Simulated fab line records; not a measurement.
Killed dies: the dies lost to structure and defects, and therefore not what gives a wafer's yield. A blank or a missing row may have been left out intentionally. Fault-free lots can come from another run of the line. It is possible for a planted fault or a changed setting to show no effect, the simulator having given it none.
The tool behind it: which one? -- flow sky130 -- at 1 step of a route of 708, 14 lots with 42 wafers sampled

## WHAT THE GAUGES SHOWED, per wafer
SKY_VIA2_CD_MEAS_12: the cd target is 200 nm.
lot,measured,on,cd_nm (nm)
L425,day 36 02:39,cd_sem-02,199.8 200.5 200.2
L429,day 37 08:14,cd_sem-02,200.8 202.0 200.5
L430,day 37 21:04,cd_sem-02,198.4 199.1 197.8
L431,day 38 08:49,cd_sem-01,200.4 200.7 200.0
L432,day 38 11:49,cd_sem-01,198.5 197.7 197.1
L433,day 38 18:42,cd_sem-01,198.2 198.6 199.5
L435,day 39 10:47,cd_sem-02,199.6 199.5 200.3
L436,day 39 14:04,cd_sem-02,201.0 200.5 200.7
L440,day 41 05:09,cd_sem-02,201.2 200.7 201.4
L441,day 41 13:13,cd_sem-01,196.6 197.8 199.5
L442,day 42 02:16,cd_sem-01,201.2 200.8 200.7
L445,day 42 10:26,cd_sem-02,202.1 201.3 203.5
L448,day 42 23:47,cd_sem-02,201.2 201.6 200.6
L447,day 43 02:35,cd_sem-02,201.8 200.3 201.1

## WHICH TOOL RAN EACH LOT (tool, then ch and the chambers of the sampled wafers, then the start)
No process step before these readings appears in the record.

## AS READ BY THE TOOLS THEMSELVES (means over the sampled wafers that have a number; for cases with no such wafer, the mark the record gives instead)
The record holds no such reading with a usual standard deviation.

## THE ANSWER, worked out from the rows above alone
Rule: the lots themselves supply what counts as usual. The widest of any qualifying gaps counts: lots, ordered by their means at a reading, are off when they make up no more than a third of the lots, leave a main group of 4 or more, and stand apart from it by 3 or more times the standard deviation of that group's means. A main group is skipped when, at the precision printed for the reading in the tables above, its means are all equal. Also off: a lot with no number at a reading for which 4 or more lots have one. All remaining lots with rows at the step are treated as sound. Order of review: gauges by route order, followed by the tools' own readings, for which a lot's mean as printed above is used. The first step at which some lot is off is used, and at that step the reading that is off furthest; a lot without a number counts as furthest.
Nothing can be told from this: no lot is off at any reading shown.

## WHAT WAS PUT IN BY THE SIMULATOR
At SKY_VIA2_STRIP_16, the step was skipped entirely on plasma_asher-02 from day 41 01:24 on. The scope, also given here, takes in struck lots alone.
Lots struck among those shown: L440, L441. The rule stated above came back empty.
